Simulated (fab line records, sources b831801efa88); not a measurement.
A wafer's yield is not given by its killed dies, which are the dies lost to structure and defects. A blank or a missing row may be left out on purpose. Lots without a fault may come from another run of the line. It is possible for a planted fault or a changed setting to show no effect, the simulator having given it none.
Problem report in the 8D (eight disciplines) form, filled by code :: flow gf180mcu :: the parts of the form that need people (team, actions taken, sign-off) are left out

## 1. WHAT WENT WRONG
oesProductAu at GF_MIM_METAL_ETCH_19 reads a mean of 0.966 a.u. on 1 wafer of 1 lot; wafers without a fault read 0.941 a.u. with a standard deviation of 0.0062. Measured from the usual mean, that is +4.0 standard deviations.
The step: etches the open film in Cl2/BCl3, stops on Si3N4, target depth 324.5 nm, time 54.1 s.
First seen on wafer L298.4, day 30 08:50, on rieMetal-02. The record has a number at this step for 15 wafers belonging to 5 lots. By rule, "out" or "out of limits" means more than 4 standard deviations away from the usual mean. The rest of the wafers with a number are treated as sound.

## 2. WHAT THIS IS AND IS NOT
question: which readings at this step
is: oesProductAu
is not: chamberPressureMTorr, drypumpMotorCurrentA, heBacksideLeakSccm, throttleValvePct

question: which lots
is: L298
is not: L287, L288, L300, L305

question: which wafers of those lots
is: L298.4
is not: L298.1, L298.2

question: read on which tools
is: rieMetal-02
is not: rieMetal-01

question: when
is: from day 30 08:50
is not: up to then (8 sound wafers); but 6 sound wafers of L300, L305 came after

## 3. WHAT RULES OUT EACH SUSPECT
Counting: any tool at a process step up to the reading remains a suspect provided it ran every lot that is out. Sound lots after the first of them don't rule it out here, since some wafers of a struck lot are sound.
- cvdW-01 at GF_V4_CVD_23 (deposits W, target thk 350 nm, time 104.9 s): kept. It processed L298, the lot that is out, at day 29 13:28, and its most recent sound lot before then was L288 at day 26 18:08.
- cmp-01 at GF_V4_CMP_26 (polishes, stops on SiO2, t overpolish 15 s, target thk 0 nm): kept. It processed L298, the lot that is out, at day 29 13:52, and its most recent sound lot before then was L287 at day 26 11:16.
- pvdSputter-01 at GF_MIM_SPUTTER_02 (material AlCu, target thk 450 nm, time 23.9 s): kept. It processed L298, the lot that is out, at day 29 14:15, and its most recent sound lot before then was L288 at day 26 18:49.
- pvdSputter-01 at GF_MIM_SPUTTER_03 (material Ti, target thk 10 nm, time 6.7 s): kept. It processed L298, the lot that is out, at day 29 14:17, and its most recent sound lot before then was L288 at day 26 18:51.
- pvdSputter-04 at GF_MIM_SPUTTER_07 (material TiN, target thk 60 nm, time 50 s): kept. It processed L298, the lot that is out, at day 29 14:26, and its most recent sound lot before then was L287 at day 26 11:53.
- rieMetal-02 at GF_MIM_METAL_ETCH_19 (etches the open film in Cl2/BCl3, stops on Si3N4, target depth 324.5 nm, time 54.1 s): kept. It processed L298, the lot that is out, at day 30 08:50, and its most recent sound lot before then was L288 at day 27 14:46. On those wafers its own readings are out: oesProductAu.
- Within cmp-01 at GF_V4_CMP_26: the wafers that are out ran in chamber 1; their sound lot-mates ran in chambers 0, 2.
Left after counting: cvdW-01 at GF_V4_CVD_23, cmp-01 at GF_V4_CMP_26, pvdSputter-01 at GF_MIM_SPUTTER_02, pvdSputter-01 at GF_MIM_SPUTTER_03, pvdSputter-04 at GF_MIM_SPUTTER_07, rieMetal-02 at GF_MIM_METAL_ETCH_19.

## 4. THE CAUSE (what the simulator had put in)
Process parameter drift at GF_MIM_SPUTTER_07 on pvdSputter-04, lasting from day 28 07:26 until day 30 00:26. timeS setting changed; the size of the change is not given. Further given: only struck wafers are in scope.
6 suspects survive the count, and this tool is in that group.

## 5. SEQUENCE OF EFFECTS, ordered by route
Each row: a reading where the mean over the struck wafers with a number is more than 3 standard deviations away from the usual. Scope: only readings with a usual standard deviation given in the record; hours: median across lots of the time from each lot's start at the first step in this table that gives one to its start at this step; sigmas: change in usual standard deviations.
hours: 0
step: GF_MIM_METAL_ETCH_19
reading: oesProductAu
usual: 0.941 a.u.
on struck wafers: 0.966
change: +0.025
sigmas: +4.0
Here are the process steps it includes:
- GF_MIM_METAL_ETCH_19: etches the open film in Cl2/BCl3, stops on Si3N4, target depth 324.5 nm, time 54.1 s.

## 6. WHAT WOULD HAVE CAUGHT IT SOONER
In this record no reading fell out of limits until day 30 08:50, 49 hours after the fault had begun at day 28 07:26.
An alarm limit of 4 standard deviations would not have fired on the tool readings at GF_MIM_SPUTTER_07 for which the record gives a usual standard deviation, since none of them was out on any struck wafer.
By day 30 08:50 the whole set of lots that are out, 1 in number, had already begun GF_MIM_SPUTTER_07 on pvdSputter-04. Holding the tool at that point would not have protected any of them.
